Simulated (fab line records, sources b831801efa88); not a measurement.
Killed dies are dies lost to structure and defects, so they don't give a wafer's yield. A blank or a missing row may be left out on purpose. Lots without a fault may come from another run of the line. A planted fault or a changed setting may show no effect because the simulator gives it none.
Which tool did it? | flow gf180mcu | 12 lots, 36 wafers sampled, at 5 steps of a route of 602

WHAT THE GAUGES READ, wafer by wafer
GF_SALICIDE_THK_MEAS_05: measures by xrf. Usual: SALICIDE_TIN_THK 19.66 nm, standard deviation 0.29.
lot  | measured     | on            | SALICIDE_TIN_THK (nm) | flag
L633 | day 15 10:42 | film_metro-03 | 19.78 20.15 20.09     |
L635 | day 15 18:15 | film_metro-02 | 20.00 19.68 19.64     |
L636 | day 16 03:16 | film_metro-04 | 19.96 19.60 19.89     |
L639 | day 17 10:23 | film_metro-03 | 19.72 19.96 19.99     |
L641 | day 17 19:47 | film_metro-04 | 19.77 19.68 19.71     |
L642 | day 18 09:53 | film_metro-04 | 19.80 19.70 19.62     |
L643 | day 18 18:05 | film_metro-04 | 19.41 18.91 19.16     |
L647 | day 20 12:53 | film_metro-02 | 19.84 19.91 19.92     |
L649 | day 21 01:47 | film_metro-03 | 19.83 19.85 19.69     |
L650 | day 21 07:25 | film_metro-02 | 19.71 19.93 19.79     |
L655 | day 23 06:02 | film_metro-02 | 20.26 20.22 19.79     |
L656 | day 23 07:48 | film_metro-04 | 19.46 20.07 19.77     |

GF_CONTACT_THK_MEAS_01. Usual: CONTACT_CVD_00_THK 299 nm, standard deviation 3.8.
lot  | measured     | on            | CONTACT_CVD_00_THK (nm) | flag
L633 | day 15 11:05 | film_metro-02 | 295 292 304             |
L635 | day 15 18:40 | film_metro-01 | 301 305 304             |
L636 | day 16 03:40 | film_metro-01 | 296 291 293             |
L639 | day 17 10:47 | film_metro-02 | 297 295 298             |
L641 | day 17 20:11 | film_metro-02 | 297 302 299             |
L642 | day 18 10:17 | film_metro-01 | 297 307 296             |
L643 | day 18 18:35 | film_metro-02 | 299 299 300             |
L647 | day 20 13:17 | film_metro-02 | 296 301 301             |
L649 | day 21 02:11 | film_metro-02 | 294 297 293             |
L650 | day 21 07:55 | film_metro-02 | 307 301 309             |
L655 | day 23 06:26 | film_metro-01 | 148 148 147             | OFF
L656 | day 23 08:11 | film_metro-01 | 149 149 148             | OFF

WHICH TOOL RAN EACH LOT (tool, then ch and the chambers of the sampled wafers, then the start)
lot  | GF_PSD_RTA_13                    | GF_SALICIDE_RTA_06               | GF_CONTACT_CVD_00
L633 | rtp_anneal-01 ch 0, day 14 12:41 | rtp_anneal-01 ch 0, day 15 10:46 | hdpcvd-01 ch 0,1,2, day 15 11:02
L635 | rtp_anneal-01 ch 0, day 14 20:08 | rtp_anneal-02 ch 0, day 15 18:19 | hdpcvd-02 ch 1,2, day 15 18:37
L636 | rtp_anneal-01 ch 0, day 15 04:42 | rtp_anneal-02 ch 0, day 16 03:19 | hdpcvd-01 ch 0,1,2, day 16 03:37
L639 | rtp_anneal-02 ch 0, day 16 10:56 | rtp_anneal-02 ch 0, day 17 10:26 | hdpcvd-01 ch 0,1,2, day 17 10:44
L641 | rtp_anneal-01 ch 0, day 16 19:56 | rtp_anneal-02 ch 0, day 17 19:51 | hdpcvd-02 ch 0,1, day 17 20:08
L642 | rtp_anneal-01 ch 0, day 17 10:06 | rtp_anneal-02 ch 0, day 18 09:57 | hdpcvd-01 ch 0,1,2, day 18 10:14
L643 | rtp_anneal-02 ch 0, day 17 17:29 | rtp_anneal-02 ch 0, day 18 18:11 | hdpcvd-01 ch 0,2, day 18 18:32
L647 | rtp_anneal-02 ch 0, day 19 12:29 | rtp_anneal-01 ch 0, day 20 12:56 | hdpcvd-02 ch 0,1,2, day 20 13:14
L649 | rtp_anneal-01 ch 0, day 20 01:17 | rtp_anneal-02 ch 0, day 21 01:50 | hdpcvd-01 ch 0,1, day 21 02:08
L650 | rtp_anneal-01 ch 0, day 20 07:02 | rtp_anneal-01 ch 0, day 21 07:29 | hdpcvd-02 ch 1,2, day 21 07:52
L655 | rtp_anneal-02 ch 0, day 22 05:56 | rtp_anneal-01 ch 0, day 23 06:05 | hdpcvd-01 ch 0,1,2, day 23 06:23
L656 | rtp_anneal-01 ch 0, day 22 08:21 | rtp_anneal-02 ch 0, day 23 07:52 | hdpcvd-01 ch 1,2, day 23 08:08
- GF_PSD_RTA_13: time 20 s.
- GF_SALICIDE_RTA_06: time 30 s.
- GF_CONTACT_CVD_00: deposits SiO2, target thk 300 nm, time 50 s.

WHAT THE TOOLS THEMSELVES READ (means of the sampled wafers that have a number; where no wafer has one, the mark that the record gives instead)
GF_PSD_RTA_13. Usual: lamp_power_pct 36.40 %, standard deviation 0.25; wafer_temp_C_max 1029.7, standard deviation 1.7.
lot  | tool          | lamp_power_pct (%) | wafer_temp_C_max | flag
L633 | rtp_anneal-01 | 36.20              | 1029.2           |
L635 | rtp_anneal-01 | 36.17              | 1028.4           |
L636 | rtp_anneal-01 | 36.22              | 1028.9           |
L639 | rtp_anneal-02 | 36.68              | 1031.7           |
L641 | rtp_anneal-01 | 36.20              | 1028.0           |
L642 | rtp_anneal-01 | 36.18              | 1028.8           |
L643 | rtp_anneal-02 | 36.69              | 1031.9           |
L647 | rtp_anneal-02 | 36.70              | 1030.8           |
L649 | rtp_anneal-01 | 36.23              | 1028.1           |
L650 | rtp_anneal-01 | 36.15              | 1028.4           |
L655 | rtp_anneal-02 | 36.67              | 1030.4           |
L656 | rtp_anneal-01 | 36.20              | 1028.7           |

GF_SALICIDE_RTA_06. Usual: lamp_power_pct 6.63 %, standard deviation 0.042; wafer_temp_C_max 532.7, standard deviation 0.75.
lot  | tool          | lamp_power_pct (%) | wafer_temp_C_max | flag
L633 | rtp_anneal-01 | 6.57               | 531.5            |
L635 | rtp_anneal-02 | 6.66               | 533.1            |
L636 | rtp_anneal-02 | 6.66               | 532.5            |
L639 | rtp_anneal-02 | 6.66               | 533.1            |
L641 | rtp_anneal-02 | 6.66               | 532.7            |
L642 | rtp_anneal-02 | 6.66               | 532.7            |
L643 | rtp_anneal-02 | 6.66               | 532.3            |
L647 | rtp_anneal-01 | 6.57               | 531.9            |
L649 | rtp_anneal-02 | 6.66               | 532.7            |
L650 | rtp_anneal-01 | 6.57               | 531.9            |
L655 | rtp_anneal-01 | 6.57               | 532.1            |
L656 | rtp_anneal-02 | 6.66               | 533.0            |

GF_CONTACT_CVD_00. Usual: sih4_flow_sccm 59.97 sccm, standard deviation 0.18; susceptor_temp_C 399.99 C, standard deviation 0.22.
lot  | tool      | sih4_flow_sccm (sccm) | susceptor_temp_C (C) | flag
L633 | hdpcvd-01 | 59.94                 | 399.91               |
L635 | hdpcvd-02 | 59.98                 | 400.20               |
L636 | hdpcvd-01 | 60.12                 | 399.81               |
L639 | hdpcvd-01 | 60.06                 | 399.95               |
L641 | hdpcvd-02 | 60.02                 | 399.76               |
L642 | hdpcvd-01 | 59.85                 | 399.75               |
L643 | hdpcvd-01 | 59.93                 | 400.23               |
L647 | hdpcvd-02 | 59.83                 | 399.96               |
L649 | hdpcvd-01 | 59.73                 | 400.04               |
L650 | hdpcvd-02 | 59.94                 | 399.89               |
L655 | hdpcvd-01 | 29.88                 | 399.86               | OFF
L656 | hdpcvd-01 | 29.97                 | 400.01               | OFF

THE ANSWER, worked out from the rows above alone
Rule: a lot is off if the mean of its wafers that have a number lies more than 3 standard deviations from the usual mean. A lot without any number at a reading at which 4 lots or more have one is off too. The other lots that the step has rows for count as sound. The gauges are gone through in route order, then the tools' own readings, and for those a lot's mean is taken as printed above. The first step at which some lot is off is used, and at that step the reading that is off furthest; a lot without a number counts as furthest.
Off: L655, L656, at GF_CONTACT_THK_MEAS_01 (CONTACT_CVD_00_THK).
A tool fits if, at a process step before that reading, it ran every lot that is off, and no sound lot after the first of them. The gauges at GF_CONTACT_THK_MEAS_01 aren't tried: what is off there is off at GF_CONTACT_CVD_00 too, on other tools, and a gauge's error can't cause that. One fits: hdpcvd-01 at GF_CONTACT_CVD_00. Its last sound lot is L649 (day 21 02:08), its first lot that is off L655 (day 23 06:23): a fault that began between those two fits.
The tool's own readings at GF_CONTACT_CVD_00 bear it out: on the lots that are off they differ by more than 5 times the standard deviation of the sound lots' means. sih4_flow_sccm reads 29.92 sccm there against 59.94 sccm on the sound lots.

WHAT THE SIMULATOR HAD PUT IN
Process parameter drift: hdpcvd-01, from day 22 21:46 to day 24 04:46, at GF_CONTACT_CVD_00. Setting sih4_flow_sccm, moved by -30, from 60. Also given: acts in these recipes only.
Lots struck among those shown: L655, L656. The rule above found the same.
